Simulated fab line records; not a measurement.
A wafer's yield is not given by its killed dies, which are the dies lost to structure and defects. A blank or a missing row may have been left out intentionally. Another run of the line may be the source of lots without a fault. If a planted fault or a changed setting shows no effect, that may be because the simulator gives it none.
What tool caused it?    flow sky130    13 lots, 39 wafers sampled, at 3 steps of a route of 708

== WHAT THE GAUGES SHOWED, per wafer ==
SKY_VIA4_OVL_MEAS_11.
lot   measured      on          VIA4_OVL (nm)
L781  day 41 15:34  overlay-01  -3.0 -1.5 -0.5
L782  day 42 16:22  overlay-01  -1.6 0.1 -0.2
L785  day 44 06:40  overlay-01  -2.2 -0.9 -1.8
L786  day 44 11:37  overlay-02  -0.3 -1.4 0.5
L788  day 45 07:28  overlay-01  0.7 1.6 -0.2
L794  day 47 15:43  overlay-02  -3.7 -2.2 -2.0
L796  day 47 18:07  overlay-01  0.1 0.1 1.2
L793  day 47 19:04  overlay-01  0.6 0.0 0.5
L795  day 47 20:01  overlay-02  0.0 2.0 0.7
L799  day 47 21:04  overlay-01  -1.3 -0.7 -0.8
L800  day 47 21:43  overlay-02  0.1 -0.3 0.2
L802  day 48 23:49  overlay-01  -2.0 -0.2 -1.7
L804  day 49 04:52  overlay-02  -1.6 -1.8 -0.8

SKY_VIA4_RS_MEAS_19: uses a four-point probe to measure.
lot   measured      on             VIA4_W_RS (ohm/sq)
L781  day 41 16:29  film metro-03  0.2225 0.2280 0.2248
L782  day 42 17:17  film metro-01  0.2297 0.2291 0.2317
L785  day 44 07:36  film metro-03  0.2283 0.2282 0.2289
L786  day 44 12:34  film metro-03  0.2220 0.2244 0.2226
L788  day 45 08:23  film metro-03  0.2264 0.2282 0.2230
L794  day 47 16:42  film metro-04  0.2272 0.2300 0.2280
L796  day 47 19:27  film metro-01  0.2218 0.2263 0.2229
L793  day 47 20:03  film metro-04  0.2254 0.2196 0.2238
L795  day 47 20:58  film metro-01  0.2286 0.2294 0.2292
L799  day 47 22:01  film metro-04  0.2239 0.2284 0.2230
L800  day 47 22:41  film metro-04  0.2227 0.2220 0.2239
L802  day 49 00:45  film metro-04  0.2277 0.2264 0.2266
L804  day 49 05:46  film metro-03  0.2218 0.2261 0.2211

== TOOL THAT RAN EACH LOT (tool first, then ch and the chambers of the sampled wafers, then the start) ==
lot   SKY_METAL3_CLEAN_21
L781  wet bench-04 ch 0, day 37 06:32
L782  wet bench-01 ch 2, day 38 09:17
L785  wet bench-04 ch 3, day 40 03:44
L786  wet bench-03 ch 3, day 40 08:43
L788  wet bench-01 ch 3, day 41 05:31
L794  wet bench-01 ch 0, day 44 00:23
L796  wet bench-03 ch 0, day 44 01:35
L793  wet bench-04 ch 0, day 44 03:59
L795  wet bench-04 ch 1, day 44 04:44
L799  wet bench-03 ch 2, day 44 06:02
L800  wet bench-01 ch 0, day 44 07:37
L802  wet bench-03 ch 3, day 45 13:02
L804  wet bench-01 ch 0, day 45 19:29
- SKY_METAL3_CLEAN_21: cleans in IPA, time 180 s.

== AS READ BY THE TOOLS THEMSELVES (means over the sampled wafers that have a number; for cases with no such wafer, the mark the record gives instead) ==
The record holds no such reading with a usual standard deviation.

== THE ANSWER, worked out from the rows above alone ==
Rule: usual is defined by the lots themselves. Put in order of their means at a reading, lots are off if they are a third of the lots or fewer, leave a main group of 4 or more, and stand apart from it by a gap of 3 or more times the standard deviation of the main group's means; of several such gaps the widest counts. The tables above print the reading to a certain number of digits; a main group whose means all agree to those digits is not used. Also off: a lot with no number at a reading for which 4 or more lots have one. The other lots that the step has rows for count as sound. First the gauges in route order, then the tools' own readings, where a lot's mean is used as printed above. At the first step where some lot is off, the reading lying furthest off is the one used; lots without a number count as furthest.
Nothing can be told from this: no lot is off at any reading shown.

== WHAT THE SIMULATOR PUT IN ==
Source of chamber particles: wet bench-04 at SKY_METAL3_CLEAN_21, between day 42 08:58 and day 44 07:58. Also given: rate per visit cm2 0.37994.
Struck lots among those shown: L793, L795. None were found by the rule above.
